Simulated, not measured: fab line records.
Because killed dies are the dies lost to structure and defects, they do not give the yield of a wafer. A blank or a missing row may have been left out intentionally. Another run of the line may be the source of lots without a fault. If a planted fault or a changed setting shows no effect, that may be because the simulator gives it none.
fab line records ; flow sky130
record: lots: 11; wafers: 33; last-day: 49
route steps=708 shown DNWELL@43 VT_ADJUST_HVTP@94 SONOS_TUNNEL@161 SONOS_ONO@183 PAD_OPEN@708
lots that met no fault: from a run of the same line without faults
start-h: start of the lot's first displayed wafer, in hours after the record's first day ; wait-h: how many hours have passed since the lot's step before this one ; " as in the row above ; L1.1+2: several wafers, shown together as one row ; - no value, or no start was given ; * or withheld: withheld ; < > ~ a bound
route shown NAME@n: a module of which the file shows steps, and the number in the route of the first ; usual: mean and standard deviation over wafers with no fault ; same: alike in all rows ; chamber/n: place in a boat ; sites: each site's reading ; _std_site: their standard deviation ; _edge_site: the outer-site mean with the inner-site mean subtracted ; radius-mm: for every site, how far away it sits from the centre of the wafer ; mask NAME#n: copy n ; behind: tool/chamber where the wafer was last shaped ; hold: cause of the lot's hold/its duration in hours/its outcome ; device: transistor that didn't switch, given as n, p or np ; end of line: at the end of the route, the tests of the same wafers ; a step with no rows: only its recipe ; killed: dies lost to structure and defects at the first sort, not the wafer's yield ; map: the dies of a wafer, with x for killed, . for not killed, _ for no die there
set.NAME: the run value of the setting; set.NAME@STEP: its run value at that earlier step ; model.NAME: the simulator's own value behind a step, which no gauge read
one table for each step of the route and one row for each wafer, over a sample of lots
services: when a tool's chamber went out of use (start-h, in hours from the record's first day, below 0 if earlier), for how many hours, and the reason
== steps ==
step: SKY_DNWELL_STRIP_08
recipe: chemistry: O2/N2; power-w: 1400; pressure-mtorr: 1500; platen-temp-c: withheld; o2-flow-sccm: 3000; n2-flow-sccm: 300; overash-fraction: 0.5
usual: chamber-pressure-mTorr: 1500.0/1.3; drypump-motor-current-A: 5.5/0.59; oes-product-au: 0.723/0.0048; strip-time-to-endpoint-s: 36.92/0.12
lot.wafer;tool;chamber;start-h;wait-h;chamber-pressure-mTorr;drypump-motor-current-A;oes-product-au;rf-hours-counter-h;strip-time-to-endpoint-s
L946.2;plasma-asher-02;1;62.16;0.1;1498.6;5.0;0.722;37;36.99
L946.4;plasma-asher-02;1;62.16;0.1;1497.9;5.0;0.725;-;37.03
L946.6;plasma-asher-02;1;62.16;0.1;1499.6;5.0;0.725;-;36.96
L948.2;plasma-asher-03;1;71.81;0.1;1499.8;5.7;0.728;40;36.89
L948.5;plasma-asher-03;0;71.81;0.1;1497.0;4.9;0.720;-;36.93
L948.6;plasma-asher-03;1;71.81;0.1;1501.4;5.7;0.727;-;36.88
L950.1;plasma-asher-04;0;80.66;0.1;1498.8;6.2;0.725;27;36.79
L950.2;plasma-asher-04;1;80.66;0.1;1499.8;4.8;0.723;27;36.85
L950.5;plasma-asher-04;0;80.66;0.1;1500.8;6.2;0.721;-;36.78
L951.1;plasma-asher-04;0;87.16;0.1;1501.5;6.2;0.724;28;36.75
L951.4;plasma-asher-04;0;87.16;0.1;1498.6;6.2;0.716;-;36.81
L951.5;plasma-asher-04;0;87.16;0.1;1500.3;6.2;0.725;-;36.79
L952.2;plasma-asher-02;1;94.33;0.1;1501.5;5.0;0.723;40;36.88
L952.5;plasma-asher-02;1;94.33;0.1;1500.4;5.0;0.727;-;36.74
L952.6;plasma-asher-02;0;94.33;0.1;1499.7;5.8;0.716;-;36.86
L956.2;plasma-asher-03;1;110.58;0.1;1497.8;5.7;0.724;44;37.02
L956.3;plasma-asher-03;1;110.58;0.1;1500.3;5.7;0.721;-;37.05
L956.5;plasma-asher-03;1;110.58;0.1;1500.9;5.7;0.727;-;37.07
L958.2;plasma-asher-04;1;121.38;0.1;1500.4;4.8;0.717;31;36.79
L958.4;plasma-asher-04;1;121.38;0.1;1499.5;4.8;0.727;-;36.93
L958.5;plasma-asher-04;1;121.38;0.1;1499.1;4.8;0.723;-;36.86
L961.1;plasma-asher-04;0;138.59;0.1;1503.7;6.2;0.725;33;36.71
L961.2;plasma-asher-04;1;138.59;0.1;1499.8;4.8;0.720;33;36.86
L961.6;plasma-asher-04;1;138.59;0.1;1499.2;4.8;0.717;-;36.89
L963.1;plasma-asher-02;0;152.41;0.1;1498.5;5.8;0.728;46;36.77
L963.4;plasma-asher-02;1;152.41;0.1;1498.5;5.0;0.724;-;36.81
L963.5;plasma-asher-02;0;152.41;0.1;1500.1;5.9;0.726;-;36.69
L964.1;plasma-asher-03;1;154.26;0.1;1498.6;5.7;0.720;48;37.01
L964.3;plasma-asher-03;1;154.26;0.1;1499.1;5.7;0.722;-;36.95
L964.6;plasma-asher-03;0;154.26;0.1;1499.1;4.9;0.722;-;37.03
L965.2;plasma-asher-04;0;158.13;0.1;1500.4;6.2;0.718;35;36.87
L965.3;plasma-asher-04;0;158.13;0.1;1500.0;6.2;0.725;-;36.94
L965.5;plasma-asher-04;1;158.13;0.1;1501.5;4.8;0.728;-;36.79
step: SKY_VT_ADJUST_HVTP_IMPLANT_09
recipe: species: As; energy-kev: 150; dose-cm2: 4.3e+12; tilt-deg: withheld
usual: dose-ions-cm2: 4.3e+12/4.3e+09; faraday-current-uA: 24.3/0.45
lot.wafer;tool;chamber;start-h;wait-h;dose-ions-cm2;faraday-current-uA
L946.2;implanter-01;0;130.74;0.0;4.303e+12;25.2
L946.4;implanter-01;0;130.74;0.0;4.301e+12;24.5
L946.6;implanter-01;0;130.74;0.0;4.304e+12;24.5
L948.2;implanter-04;0;142.49;0.0;4.304e+12;24.5
L948.5;implanter-04;0;142.49;0.0;4.295e+12;24.2
L948.6;implanter-04;0;142.49;0.0;4.299e+12;24.2
L950.1;implanter-03;0;154.42;0.0;4.3e+12;23.8
L950.2;implanter-03;0;154.42;0.0;4.304e+12;24.9
L950.5;implanter-03;0;154.42;0.0;4.305e+12;23.9
L951.1;implanter-04;0;161.51;0.0;4.302e+12;24.9
L951.4;implanter-04;0;161.51;0.0;4.3e+12;24.7
L951.5;implanter-04;0;161.51;0.0;4.297e+12;24.8
L952.2;implanter-01;0;170.64;0.0;4.304e+12;23.5
L952.5;implanter-01;0;170.64;0.0;4.301e+12;24.9
L952.6;implanter-01;0;170.64;0.0;4.301e+12;24.1
L956.2;implanter-04;0;191.25;0.0;4.305e+12;24.0
L956.3;implanter-04;0;191.25;0.0;4.299e+12;23.9
L956.5;implanter-04;0;191.25;0.0;4.3e+12;24.5
L958.2;implanter-03;0;203.24;0.0;4.305e+12;23.7
L958.4;implanter-03;0;203.24;0.0;4.3e+12;24.9
L958.5;implanter-03;0;203.24;0.0;4.301e+12;23.9
L961.1;implanter-04;0;223.46;0.0;4.291e+12;23.7
L961.2;implanter-04;0;223.46;0.0;4.297e+12;24.8
L961.6;implanter-04;0;223.46;0.0;4.298e+12;24.1
L963.1;implanter-03;0;239.92;0.0;4.301e+12;24.2
L963.4;implanter-03;0;239.92;0.0;4.303e+12;24.9
L963.5;implanter-03;0;239.92;0.0;4.31e+12;23.9
L964.1;implanter-03;0;242.51;0.0;4.891e+12;26.8
L964.3;implanter-03;0;242.51;0.0;4.881e+12;27.4
L964.6;implanter-03;0;242.51;0.0;4.887e+12;27.5
L965.2;implanter-03;0;245.94;0.0;4.881e+12;27.2
L965.3;implanter-03;0;245.94;0.0;4.883e+12;27.6
L965.5;implanter-03;0;245.94;0.0;4.879e+12;28.2
step: SKY_VT_ADJUST_HVTP_TW_MEAS_11
usual: VT_ADJUST_HVTP_TW: 1359/12
lot.wafer;tool;chamber;start-h;wait-h;VT_ADJUST_HVTP_TW
L946.2;film-metro-02;-;130.97;0.1;1362
L946.4;film-metro-02;-;130.97;0.1;1358
L946.6;film-metro-02;-;130.97;0.1;1364
L948.2;film-metro-01;-;142.72;0.1;1376
L948.5;film-metro-01;-;142.72;0.1;1371
L948.6;film-metro-01;-;142.72;0.1;1369
L950.1;film-metro-01;-;154.67;0.1;1372
L950.2;film-metro-01;-;154.67;0.1;1371
L950.5;film-metro-01;-;154.67;0.1;1367
L951.1;film-metro-01;-;161.76;0.1;1370
L951.4;film-metro-01;-;161.76;0.1;1368
L951.5;film-metro-01;-;161.76;0.1;1375
L952.2;film-metro-02;-;170.87;0.1;1368
L952.5;film-metro-02;-;170.87;0.1;1368
L952.6;film-metro-02;-;170.87;0.1;1371
L956.2;film-metro-02;-;191.48;0.1;1366
L956.3;film-metro-02;-;191.48;0.1;1363
L956.5;film-metro-02;-;191.48;0.1;1362
L958.2;film-metro-01;-;203.47;0.1;1364
L958.4;film-metro-01;-;203.47;0.1;1369
L958.5;film-metro-01;-;203.47;0.1;1366
L961.1;film-metro-03;-;223.71;0.1;1347
L961.2;film-metro-03;-;223.71;0.1;1350
L961.6;film-metro-03;-;223.71;0.1;1346
L963.1;film-metro-03;-;240.17;0.1;1338
L963.4;film-metro-03;-;240.17;0.1;1341
L963.5;film-metro-03;-;240.17;0.1;1339
L964.1;film-metro-03;-;242.76;0.1;1397
L964.3;film-metro-03;-;242.76;0.1;1399
L964.6;film-metro-03;-;242.76;0.1;1397
L965.2;film-metro-02;-;246.17;0.1;1422
L965.3;film-metro-02;-;246.17;0.1;1422
L965.5;film-metro-02;-;246.17;0.1;1412
step: SKY_SONOS_TUNNEL_CD_MEAS_07
recipe: target-cd-nm: 410
usual: cd-nm: 411.2/2.2
lot.wafer;tool;chamber;start-h;wait-h;cd-nm
L946.2;cd-sem-02;-;260.38;0.1;411.4
L946.4;cd-sem-02;-;260.38;0.1;413.0
L946.6;cd-sem-02;-;260.38;0.1;413.7
L948.2;cd-sem-01;-;275.98;0.1;411.1
L948.5;cd-sem-01;-;275.98;0.1;409.9
L948.6;cd-sem-01;-;275.98;0.1;412.8
L950.1;cd-sem-01;-;290.98;0.1;408.1
L950.2;cd-sem-01;-;290.98;0.1;409.3
L950.5;cd-sem-01;-;290.98;0.1;410.0
L951.1;cd-sem-02;-;299.51;0.1;408.1
L951.4;cd-sem-02;-;299.51;0.1;407.8
L951.5;cd-sem-02;-;299.51;0.1;407.8
L952.2;cd-sem-02;-;311.63;0.1;418.1
L952.5;cd-sem-02;-;311.63;0.1;416.7
L952.6;cd-sem-02;-;311.63;0.1;416.8
L956.2;cd-sem-02;-;338.25;0.1;414.2
L956.3;cd-sem-02;-;338.25;0.1;411.3
L956.5;cd-sem-02;-;338.25;0.1;414.4
L958.2;cd-sem-02;-;353.30;0.1;412.2
L958.4;cd-sem-02;-;353.30;0.1;411.0
L958.5;cd-sem-02;-;353.30;0.1;407.6
L961.1;cd-sem-01;-;378.86;0.1;411.7
L961.2;cd-sem-01;-;378.86;0.1;410.8
L961.6;cd-sem-01;-;378.86;0.1;410.6
L963.1;cd-sem-02;-;399.13;0.1;408.3
L963.4;cd-sem-02;-;399.13;0.1;409.5
L963.5;cd-sem-02;-;399.13;0.1;410.1
L964.1;cd-sem-01;-;403.63;0.1;412.8
L964.3;cd-sem-01;-;403.63;0.1;411.3
L964.6;cd-sem-01;-;403.63;0.1;411.1
L965.2;cd-sem-01;-;406.93;0.1;413.4
L965.3;cd-sem-01;-;406.93;0.1;412.0
L965.5;cd-sem-01;-;406.93;0.1;413.1
step: SKY_SONOS_ONO_ETCH_15
recipe: target-depth-nm: 19.52; chemistry: CHF3/O2; source-w: 600; bias-w: 200; pressure-mtorr: 40; chf3-flow-sccm: 50; O2_flow_sccm: 5; time-s: 7.8
usual: chamber-pressure-mTorr: 40.00/0.036; drypump-motor-current-A: 5.8/0.34; oes-product-au: 1.000/0.0066; throttle-valve-pct: 8.825/0.0097
lot.wafer;tool;chamber;start-h;wait-h;chamber-pressure-mTorr;drypump-motor-current-A;oes-product-au;rf-hours-counter-h;throttle-valve-pct
L946.2;rie-diel-01;1;291.86;0.0;39.96;5.4;0.997;12;8.835
L946.4;rie-diel-01;3;291.86;0.0;39.98;6.0;0.995;61;8.823
L946.6;rie-diel-01;0;291.86;0.0;40.07;5.5;0.998;-;8.836
L948.2;rie-diel-04;2;310.91;0.0;39.90;6.0;0.996;1;8.819
L948.5;rie-diel-04;1;310.91;0.0;39.99;6.1;0.994;-;8.829
L948.6;rie-diel-04;2;310.91;0.0;40.03;6.0;1.004;-;8.820
L950.1;rie-diel-01;2;325.36;0.0;40.00;5.5;1.000;3;8.821
L950.2;rie-diel-01;1;325.36;0.0;39.99;5.4;1.002;13;8.831
L950.5;rie-diel-01;0;325.36;0.0;39.97;5.5;1.003;-;8.839
L951.1;rie-diel-04;1;335.99;0.0;40.00;6.1;1.003;93;8.817
L951.4;rie-diel-04;0;335.99;0.0;39.94;5.8;0.995;7;8.841
L951.5;rie-diel-04;1;335.99;0.0;39.90;6.2;1.005;-;8.825
L952.2;rie-diel-04;1;345.57;0.0;40.00;6.1;1.002;93;8.822
L952.5;rie-diel-04;1;345.57;0.0;40.03;6.1;0.995;-;8.804
L952.6;rie-diel-04;0;345.57;0.0;40.01;5.8;0.993;-;8.826
L956.2;rie-diel-01;0;374.54;0.0;40.02;5.5;1.004;104;8.823
L956.3;rie-diel-01;2;374.54;0.0;39.91;5.5;0.996;4;8.837
L956.5;rie-diel-01;3;374.54;0.0;39.93;6.0;0.996;-;8.815
L958.2;rie-diel-01;1;389.52;0.0;40.07;5.4;1.013;14;8.817
L958.4;rie-diel-01;0;389.52;0.0;39.96;5.5;1.005;105;8.832
L958.5;rie-diel-01;1;389.52;0.0;40.05;5.4;1.004;-;8.811
L961.1;rie-diel-04;2;412.92;0.0;39.98;6.0;1.008;1;8.822
L961.2;rie-diel-04;1;412.92;0.0;39.99;6.1;1.012;93;8.830
L961.6;rie-diel-04;1;412.92;0.0;40.02;6.1;1.000;-;8.833
L963.1;rie-diel-04;3;435.86;0.0;39.98;5.6;0.996;1;8.821
L963.4;rie-diel-04;2;435.86;0.0;40.05;6.0;0.999;2;8.823
L963.5;rie-diel-04;3;435.86;0.0;40.07;5.6;0.992;-;8.821
L964.1;rie-diel-04;2;438.12;0.0;39.96;6.0;0.995;2;8.829
L964.3;rie-diel-04;3;438.12;0.0;40.03;5.6;0.998;1;8.823
L964.6;rie-diel-04;1;438.12;0.0;40.04;6.1;1.005;-;8.831
L965.2;rie-diel-04;3;443.51;0.0;39.94;5.6;1.003;1;8.819
L965.3;rie-diel-04;1;443.51;0.0;39.97;6.1;1.005;94;8.810
L965.5;rie-diel-04;2;443.51;0.0;40.02;6.0;1.003;-;8.835
step: SKY_PAD_OPEN_PROBE_99
usual: killed_at_M0_to_M3: 43/7.2; killed_at_M4_up: 3.0/2; killed-at-contacts: 24/5.5; killed-at-front-end: 15/4.2; killed-at-other: 0.3/0.51; killed-dies: 85/10; killed-open: 46/7.3; killed-short: 38/6.4
same: gross-dies: 492; killed-at-back-side: 0
lot.wafer;tool;chamber;start-h;wait-h;killed_at_M0_to_M3;killed_at_M4_up;killed-at-contacts;killed-at-front-end;killed-at-other;killed-dies;killed-open;killed-short
L956.2;prober-02;-;1143.87;0.1;35;1;19;17;0;72;31;41
L956.3;prober-02;-;1143.92;0.2;35;3;32;12;0;82;43;39
L956.5;prober-02;-;1144.02;0.2;47;4;15;17;0;83;44;39
killed by level:class
L956.2 VIA1:geometric-particle:short=9 CONTACT:geometric-particle:open=7 METAL2:geometric-particle:short=6 VIA1:geometric-particle:open=5 FIELD_ISO:geometric-particle:short=4 CONTACT:geometric-particle:short=4 METAL1:geometric-particle:short=4 SPACER:geometric-particle:short=3
L956.3 LI_CONTACT:geometric-particle:open=10 LOCAL_INTERCONNECT:geometric-particle:short=7 CONTACT:geometric-particle:open=7 VIA2:geometric-particle:open=6 VIA1:geometric-particle:open=6 CONTACT:geometric-particle:short=5 VIA2:geometric-particle:short=5 FIELD_ISO:geometric-particle:short=4
L956.5 VIA1:geometric-particle:open=17 CONTACT:geometric-particle:open=7 FIELD_ISO:geometric-particle:open=5 VIA2:geometric-particle:open=5 METAL2:geometric-particle:short=5 METAL1:geometric-particle:short=4 VIA1:geometric-particle:short=4 VIA3:geometric-particle:open=4
== services ==
tool;chamber;start-h;hours;kind
implanter-03;-;51.93;6.4;repair
plasma-asher-04;-;60.40;0.4;repair
rie-diel-04;2;69.03;3.9;repair
rie-diel-04;-;72.46;1.0;repair
rie-diel-01;-;86.14;28.1;pm
implanter-03;-;98.22;1.9;repair
rie-diel-01;2;125.98;1.7;repair
implanter-03;-;129.05;2.7;repair
implanter-03;-;168.81;16.5;pm
rie-diel-04;-;183.49;0.2;repair
implanter-04;-;184.35;4.5;pm
implanter-03;-;197.58;4.2;pm
rie-diel-04;-;198.49;15.6;pm
plasma-asher-04;-;229.96;6.4;pm
implanter-03;-;232.62;1.0;repair
plasma-asher-04;-;242.20;0.6;repair
implanter-03;-;243.02;2.5;repair
implanter-03;-;255.34;0.6;repair
plasma-asher-04;-;276.21;4.3;pm
implanter-03;-;307.63;4.4;pm
rie-diel-04;-;348.12;55.5;repair
implanter-03;-;413.90;2.6;repair
plasma-asher-04;-;414.44;2.8;pm
plasma-asher-04;-;441.30;0.4;repair
== key ==
first-sign: step: SKY_VT_ADJUST_HVTP_IMPLANT_09; reading: dose-ions-cm2; direction: up; sigmas: 99+; usual: *; struck: *
effect: step: SKY_VT_ADJUST_HVTP_IMPLANT_09; reading: faraday-current-uA; direction: up; sigmas: 7.1; usual: 24.3; struck: 27.5
effect: step: SKY_VT_ADJUST_HVTP_TW_MEAS_11; reading: VT_ADJUST_HVTP_TW; direction: up; sigmas: 4.1; usual: 1359; struck: 1408
met-at SKY_VT_ADJUST_HVTP_IMPLANT_09
struck-lots L964,L965
tester-left-out L964,L965
not-acting-at SKY_DNWELL_STRIP_08,SKY_SONOS_TUNNEL_CD_MEAS_07,SKY_SONOS_ONO_ETCH_15
onset-between 239.92 242.51
fault: kind: process-parameter-drift; tool: implanter-03; chamber: -; onset-h: 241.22; steps: SKY_VT_ADJUST_HVTP_IMPLANT_09; channel: dose-cm2; offset: *; shape: step; end-h: 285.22; acts-in: *; stated: *
tester-left-out: of these lots the tester's yield and bins aren't shown, on N5 and GAA mostly nor the transistor test; their killed dies are dies lost to structure and defects alone, not to doping, threshold or leakage, so they don't give the yield
